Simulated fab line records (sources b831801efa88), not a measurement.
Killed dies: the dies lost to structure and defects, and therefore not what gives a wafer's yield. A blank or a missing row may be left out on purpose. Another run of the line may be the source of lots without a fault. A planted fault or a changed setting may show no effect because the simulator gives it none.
Which tool is to blame? ; flow sky130 ; 72 wafers from 24 lots sampled at 6 of the route's 708 steps

== WHAT THE GAUGES READ, wafer by wafer ==
SKY_VIA1_OVL_MEAS_13. Usual: VIA1_OVL typically reads -3 nm, with standard deviation 5.9.
lot;measured;on;VIA1_OVL (nm);flag
L074;day 34 08:53;overlay-02;-6 -9 -13;
L075;day 34 10:26;overlay-02;-12 -11 -4;
L076;day 34 16:38;overlay-01;-9 -3 -4;
L077;day 35 03:34;overlay-01;-9 -5 -8;
L078;day 35 15:49;overlay-01;-2 -8 5;
L079;day 35 19:31;overlay-02;-6 -10 -11;
L080;day 35 19:52;overlay-01;-8 -4 -2;
L081;day 36 05:52;overlay-02;3 -2 3;
L082;day 36 16:23;overlay-01;7 2 5;
L083;day 36 22:32;overlay-01;-8 2 2;
L084;day 37 05:09;overlay-02;-8 -1 2;
L085;day 37 09:44;overlay-01;-4 -6 -4;
L086;day 37 16:22;overlay-01;-18 -6 -11;
L089;day 39 08:44;overlay-01;-2 -7 -7;
L087;day 39 10:40;overlay-01;11 7 0;
L088;day 39 11:01;overlay-01;-5 -10 -8;
L090;day 39 11:08;overlay-02;-2 1 -12;
L091;day 39 11:43;overlay-01;-3 -11 -8;
L092;day 39 14:23;overlay-01;-14 -5 -11;
L093;day 39 18:46;overlay-01;-1 -1 7;
L094;day 39 22:59;overlay-01;-3 -2 -3;
L095;day 40 14:22;overlay-02;-6 -4 1;
L096;day 40 20:26;overlay-02;-8 -5 3;
L097;day 41 05:26;overlay-01;-7 4 -8;

SKY_VIA2_RS_MEAS_22: a four-point-probe measurement. Usual: VIA2_W_RS typically reads 0.271 ohm/sq, with standard deviation 0.0049.
lot;measured;on;VIA2_W_RS (ohm/sq);flag
L074;day 36 17:56;film-metro-01;0.268 0.272 0.269;
L075;day 36 19:33;film-metro-01;0.274 0.271 0.277;
L076;day 37 01:01;film-metro-04;0.274 0.275 0.273;
L077;day 37 11:54;film-metro-04;0.272 0.275 0.269;
L078;day 37 22:53;film-metro-01;0.273 0.273 0.277;
L079;day 38 04:14;film-metro-01;0.272 0.276 0.271;
L080;day 38 04:31;film-metro-02;0.273 0.272 0.269;
L081;day 38 14:02;film-metro-04;0.272 0.274 0.278;
L082;day 38 22:38;film-metro-04;0.273 0.273 0.271;
L083;day 39 06:34;film-metro-01;0.277 0.273 0.278;
L084;day 39 12:19;film-metro-04;0.272 0.274 0.276;
L085;day 39 17:37;film-metro-01;0.274 0.274 0.274;
L086;day 39 23:14;film-metro-01;0.265 0.273 0.263;
L089;day 41 14:04;film-metro-01;0.272 0.276 0.278;
L087;day 41 16:19;film-metro-04;0.264 0.264 0.272;
L088;day 41 16:36;film-metro-01;0.269 0.273 0.273;
L090;day 41 16:55;film-metro-01;0.276 0.263 0.274;
L091;day 41 18:27;film-metro-01;0.267 0.258 0.269;
L092;day 41 20:24;film-metro-02;0.273 0.263 0.263;
L093;day 41 23:14;film-metro-01;0.260 0.263 0.274;
L094;day 42 03:35;film-metro-04;0.277 0.277 0.276;
L095;day 42 19:53;film-metro-04;0.274 0.270 0.272;
L096;day 43 01:15;film-metro-04;0.257 0.272 0.261;
L097;day 43 08:54;film-metro-02;0.267 0.267 0.267;

SKY_METAL5_RS_MEAS_05: a four-point-probe measurement. Usual: METAL5_ALCU_RS typically reads 0.02706 ohm/sq, with standard deviation 0.0003.
lot;measured;on;METAL5_ALCU_RS (ohm/sq);flag
L074;day 43 05:34;film-metro-04;0.02716 0.02729 0.02719;
L075;day 43 07:28;film-metro-04;0.02727 0.02724 0.02721;
L076;day 43 11:35;film-metro-01;0.02699 0.02713 0.02711;
L077;day 43 23:13;film-metro-04;0.02791 0.02741 0.02733;
L078;day 44 08:42;film-metro-03;0.0271 0.02702 0.02664;
L079;day 44 13:17;film-metro-03;0.02747 0.02717 0.02724;
L080;day 44 13:35;film-metro-03;0.02727 0.02689 0.02728;
L081;day 44 22:58;film-metro-04;0.02761 0.02719 0.02714;
L082;day 45 05:13;film-metro-03;0.02732 0.02735 0.02687;
L083;day 45 12:48;film-metro-04;0.02665 0.02711 0.0267;
L084;day 45 19:36;film-metro-01;0.02756 0.02693 0.02755;
L085;day 45 23:04;film-metro-04;0.02695 0.0271 0.02687;
L086;day 46 04:48;film-metro-04;0.02674 0.02651 0.02707;
L089;day 47 14:07;film-metro-04;0.02685 0.02652 0.02643;
L087;day 47 15:11;film-metro-01;0.02738 0.02705 0.02704;
L088;day 47 16:05;film-metro-03;0.02713 0.02738 0.02721;
L090;day 47 17:46;film-metro-04;0.02685 0.02659 0.02677;
L091;day 47 18:18;film-metro-03;0.02744 0.02672 0.02735;
L092;day 47 19:15;film-metro-04;0.02647 0.02653 0.02723;
L093;day 47 19:31;film-metro-04;0.02756 0.02746 0.0277;
L094;day 47 22:55;film-metro-03;0.02694 0.02701 0.0269;
L095;day 48 15:09;film-metro-04;0.02758 0.02735 0.02752;
L096;day 48 16:46;film-metro-03;0.02683 0.02689 0.0268;
L097;day 48 21:29;film-metro-03;0.027 0.02736 0.02714;

== EACH LOT AND THE TOOL THAT RAN IT (in order: tool; ch and the chambers of the sampled wafers; start) ==
lot;SKY_METAL1_DESCUM_17;SKY_VIA1_SPUTTER_20;SKY_VIA2_SPUTTER_20
L074;rie-metal-03 ch 0,1, day 33 04:34;pvd-sputter-02, day 34 09:36;pvd-sputter-02, day 36 17:44
L075;rie-metal-02 ch 0,1, day 33 05:28;pvd-sputter-02, day 34 11:09;pvd-sputter-02, day 36 19:22
L076;rie-metal-04 ch 0,1, day 33 12:46;pvd-sputter-02, day 34 17:21;pvd-sputter-02, day 37 00:49
L077;rie-metal-04 ch 0,1, day 34 00:07;pvd-sputter-01, day 35 04:17;pvd-sputter-03, day 37 11:43
L078;rie-metal-03 ch 0,1, day 34 11:43;pvd-sputter-02, day 35 16:32;pvd-sputter-01, day 37 22:40
L079;rie-metal-04 ch 0,1, day 34 15:28;pvd-sputter-04, day 35 20:14;pvd-sputter-03, day 38 04:01
L080;rie-metal-02 ch 1, day 34 16:19;pvd-sputter-01, day 35 20:35;pvd-sputter-02, day 38 04:19
L081;rie-metal-04 ch 0,1, day 35 01:43;pvd-sputter-01, day 36 06:40;pvd-sputter-01, day 38 13:49
L082;rie-metal-03 ch 0,1, day 35 13:32;pvd-sputter-01, day 36 17:06;pvd-sputter-01, day 38 22:16
L083;rie-metal-04 ch 0,1, day 35 18:46;pvd-sputter-02, day 36 23:16;pvd-sputter-03, day 39 06:21
L084;rie-metal-02 ch 0,1, day 36 01:17;pvd-sputter-01, day 37 05:53;pvd-sputter-02, day 39 12:04
L085;rie-metal-03 ch 1, day 36 06:31;pvd-sputter-02, day 37 10:27;pvd-sputter-02, day 39 17:25
L086;rie-metal-02 ch 0,1, day 36 12:25;pvd-sputter-02, day 37 17:05;pvd-sputter-01, day 39 23:03
L089;rie-metal-03 ch 0, day 38 05:56;pvd-sputter-02, day 39 09:27;pvd-sputter-02, day 41 13:51
L087;rie-metal-02 ch 0,1, day 38 07:52;pvd-sputter-01, day 39 11:26;pvd-sputter-01, day 41 16:04
L088;rie-metal-02 ch 0,1, day 38 08:13;pvd-sputter-04, day 39 11:44;pvd-sputter-02, day 41 16:25
L090;rie-metal-04 ch 0,1, day 38 08:16;pvd-sputter-02, day 39 12:15;pvd-sputter-01, day 41 16:43
L091;rie-metal-02 ch 0,1, day 38 09:19;pvd-sputter-01, day 39 12:31;pvd-sputter-02, day 41 18:16
L092;rie-metal-02 ch 0,1, day 38 11:41;pvd-sputter-04, day 39 15:11;pvd-sputter-02, day 41 20:10
L093;rie-metal-04 ch 0,1, day 38 16:19;pvd-sputter-04, day 39 19:29;pvd-sputter-02, day 41 23:03
L094;rie-metal-04 ch 0,1, day 38 21:26;pvd-sputter-02, day 39 23:41;pvd-sputter-02, day 42 03:22
L095;rie-metal-03 ch 1, day 39 12:01;pvd-sputter-04, day 40 15:05;pvd-sputter-01, day 42 19:40
L096;rie-metal-02 ch 0,1, day 39 18:29;pvd-sputter-01, day 40 21:37;pvd-sputter-01, day 43 01:00
L097;rie-metal-02 ch 0,1, day 40 03:16;pvd-sputter-01, day 41 06:10;pvd-sputter-02, day 43 08:43
- SKY_METAL1_DESCUM_17: chemistry O2, time 8 s.
- SKY_VIA1_SPUTTER_20: material TiN, target thk 20 nm, time 80 s.
- SKY_VIA2_SPUTTER_20: material TiN, target thk 20 nm, time 80 s.

== AS READ BY THE TOOLS THEMSELVES (means over the sampled wafers that have a number; for cases with no such wafer, the mark the record gives instead) ==
SKY_METAL1_DESCUM_17. Usual: chamber-pressure-mTorr 9.999 mTorr, standard deviation 0.0092; drypump-motor-current-A 5.54 A, standard deviation 0.16; oes-product-au 0.996 a.u., standard deviation 0.011.
lot;tool;chamber-pressure-mTorr (mTorr);drypump-motor-current-A (A);oes-product-au (a.u.);flag
L074;rie-metal-03;9.999;5.70;0.992;
L075;rie-metal-02;10.003;5.65;0.989;
L076;rie-metal-04;10.003;5.32;0.992;
L077;rie-metal-04;10.000;5.32;0.991;
L078;rie-metal-03;9.997;5.73;0.995;
L079;rie-metal-04;9.991;5.34;1.001;
L080;rie-metal-02;10.000;5.61;1.003;
L081;rie-metal-04;9.992;5.31;1.000;
L082;rie-metal-03;9.997;5.72;0.988;
L083;rie-metal-04;9.991;5.34;1.000;
L084;rie-metal-02;10.006;5.64;0.988;
L085;rie-metal-03;9.998;5.76;0.986;
L086;rie-metal-02;10.000;5.66;0.992;
L089;rie-metal-03;9.992;5.56;1.006;
L087;rie-metal-02;10.012;5.63;0.998;
L088;rie-metal-02;9.998;5.63;0.991;
L090;rie-metal-04;9.986;5.33;1.009;
L091;rie-metal-02;9.993;5.67;0.984;
L092;rie-metal-02;10.005;5.66;0.997;
L093;rie-metal-04;10.002;5.34;1.007;
L094;rie-metal-04;9.995;5.32;0.999;
L095;rie-metal-03;10.002;5.76;0.991;
L096;rie-metal-02;10.004;5.67;0.987;
L097;rie-metal-02;9.997;5.63;0.984;

SKY_VIA1_SPUTTER_20. Usual: throttle-valve-pct at 29.8 %, with a standard deviation of 0.79.
lot;tool;throttle-valve-pct (%);flag
L074;pvd-sputter-02;30.2;
L075;pvd-sputter-02;30.0;
L076;pvd-sputter-02;30.5;
L077;pvd-sputter-01;29.8;
L078;pvd-sputter-02;30.5;
L079;pvd-sputter-04;29.3;
L080;pvd-sputter-01;29.2;
L081;pvd-sputter-01;29.2;
L082;pvd-sputter-01;29.6;
L083;pvd-sputter-02;29.9;
L084;pvd-sputter-01;29.5;
L085;pvd-sputter-02;30.1;
L086;pvd-sputter-02;30.0;
L089;pvd-sputter-02;29.7;
L087;pvd-sputter-01;29.6;
L088;pvd-sputter-04;29.6;
L090;pvd-sputter-02;30.0;
L091;pvd-sputter-01;29.6;
L092;pvd-sputter-04;29.2;
L093;pvd-sputter-04;29.4;
L094;pvd-sputter-02;30.1;
L095;pvd-sputter-04;29.4;
L096;pvd-sputter-01;29.8;
L097;pvd-sputter-01;29.6;

SKY_VIA2_SPUTTER_20. Usual: throttle-valve-pct at 29.9 %, with a standard deviation of 0.83.
lot;tool;throttle-valve-pct (%);flag
L074;pvd-sputter-02;30.2;
L075;pvd-sputter-02;30.2;
L076;pvd-sputter-02;30.6;
L077;pvd-sputter-03;28.6;
L078;pvd-sputter-01;29.8;
L079;pvd-sputter-03;29.1;
L080;pvd-sputter-02;30.5;
L081;pvd-sputter-01;29.9;
L082;pvd-sputter-01;29.1;
L083;pvd-sputter-03;28.6;
L084;pvd-sputter-02;30.3;
L085;pvd-sputter-02;30.5;
L086;pvd-sputter-01;29.7;
L089;pvd-sputter-02;30.3;
L087;pvd-sputter-01;29.2;
L088;pvd-sputter-02;30.1;
L090;pvd-sputter-01;30.3;
L091;pvd-sputter-02;30.1;
L092;pvd-sputter-02;30.1;
L093;pvd-sputter-02;30.7;
L094;pvd-sputter-02;30.6;
L095;pvd-sputter-01;29.1;
L096;pvd-sputter-01;29.9;
L097;pvd-sputter-02;29.6;

== THE ANSWER, worked out from the rows above alone ==
Rule: a lot is off if the mean of its wafers that have a number lies more than 3 standard deviations from the usual mean. Also off: a lot with no number at a reading for which 4 or more lots have one. The other lots that the step has rows for count as sound. First the gauges in route order, then the tools' own readings, where a lot's mean is used as printed above. The first step at which some lot is off is used, and at that step the reading that is off furthest; a lot without a number counts as furthest.
No lot is off at any reading shown: from this, nothing can be told.

== WHAT HAD BEEN PUT IN BY THE SIMULATOR ==
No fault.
